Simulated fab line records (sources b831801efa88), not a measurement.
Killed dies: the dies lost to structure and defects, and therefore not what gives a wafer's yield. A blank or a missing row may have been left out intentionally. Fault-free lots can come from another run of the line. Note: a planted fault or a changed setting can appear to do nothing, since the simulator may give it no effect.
Matching of chambers | flow gf180mcu | GF_CONTACT_CMP_04 on cmp-01: 4 sister chambers
The step polishes SiO2. 20 wafers are shown with their chamber, then 10 later ones without.

== EACH WAFER AND ITS CHAMBER ==
wafer  | chamber | time to endpoint s (s) | motor current A (A) | slurry flow ml min
L756.2 | 0       | 110                    | 11.0                | 149.7
L756.3 | 2       | 108                    | 11.7                | 149.7
L756.5 | 0       | 114                    | 11.2                | 150.0
L757.1 | 3       | 106                    | 11.2                | 149.8
L757.3 | 0       | 109                    | 10.6                | 149.9
L757.5 | 0       | 114                    | 11.9                | 150.0
L758.3 | 1       | 112                    | 11.5                | 150.0
L758.5 | 2       | 113                    | 11.5                | 150.3
L758.6 | 1       | 123                    | 12.8                | 149.7
L762.1 | 3       | 104                    | 11.2                | 150.1
L762.2 | 2       | 107                    | 11.6                | 150.9
L762.5 | 3       | 105                    | 11.9                | 150.5
L763.2 | 0       | 111                    | 11.1                | 149.7
L763.3 | 2       | 109                    | 12.3                | 150.1
L763.6 | 0       | 116                    | 10.9                | 150.3
L766.1 | 2       | 111                    | 11.3                | 150.5
L766.2 | 3       | 105                    | 11.2                | 150.4
L766.4 | 1       | 117                    | 12.0                | 151.0
L772.2 | 2       | 101                    | 11.1                | 150.6
L772.4 | 0       | 111                    | 11.4                | 150.0

SIGNATURES (averages over the wafers above)
reading            | chamber 0 | chamber 1 | chamber 2 | chamber 3 | scatter within a chamber
time to endpoint s | 112.14    | 117.33    | 108.17    | 105.00    | 3.41
motor current A    | 11.157    | 12.100    | 11.583    | 11.375    | 0.44
slurry flow ml min | 149.943   | 150.233   | 150.350   | 150.200   | 0.384
Rule: for each reading, subtract the chamber's mean from the wafer's reading, divide by that reading's scatter and square the result; add these up over the readings and take the root, which gives the wafer's distance from the chamber. The wafer belongs to the nearest chamber; if the next one is less than 2 further off, it can't be placed. How the scatter is found: for the shown wafers, subtract from each reading the mean of its chamber, square and add these, divide the total by (wafers less chambers), then take the root.

== WAFERS MISSING THEIR CHAMBER ==
wafer  | time to endpoint s (s) | motor current A (A) | slurry flow ml min
L772.6 | 109                    | 10.9                | 149.8
L773.2 | 108                    | 10.7                | 149.6
L773.4 | 114                    | 11.5                | 149.3
L773.5 | 114                    | 11.2                | 149.8
L775.1 | 102                    | 10.5                | 149.8
L775.3 | 103                    | 10.9                | 150.4
L775.6 | 111                    | 11.6                | 150.4
L776.3 | 111                    | 10.6                | 150.4
L776.4 | 116                    | 12.1                | 149.7
L776.6 | 109                    | 11.1                | 149.9

== THE CHAMBER EACH PASSED THROUGH ==
wafer  | from the rows above               | in truth
L772.6 | can't be placed: 0 or 3 or 2      | 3
L773.2 | can't be placed: 0 or 3 or 2      | 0
L773.4 | can't be placed: 0 or 1 or 2 or 3 | 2
L773.5 | can't be placed: 0 or 2 or 1      | 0
L775.1 | can't be placed: 3 or 0 or 2      | 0
L775.3 | can't be placed: 3 or 2 or 0      | 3
L775.6 | can't be placed: 2 or 0 or 3 or 1 | 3
L776.3 | can't be placed: 0 or 2 or 3      | 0
L776.4 | can't be placed: 1 or 0 or 2      | 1
L776.6 | can't be placed: 0 or 3 or 2      | 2
Correct placement for 0 of the 10. Cannot be placed on the basis of these rows: 10; the candidates contain the true chamber in 10. Wrongly placed: 0.
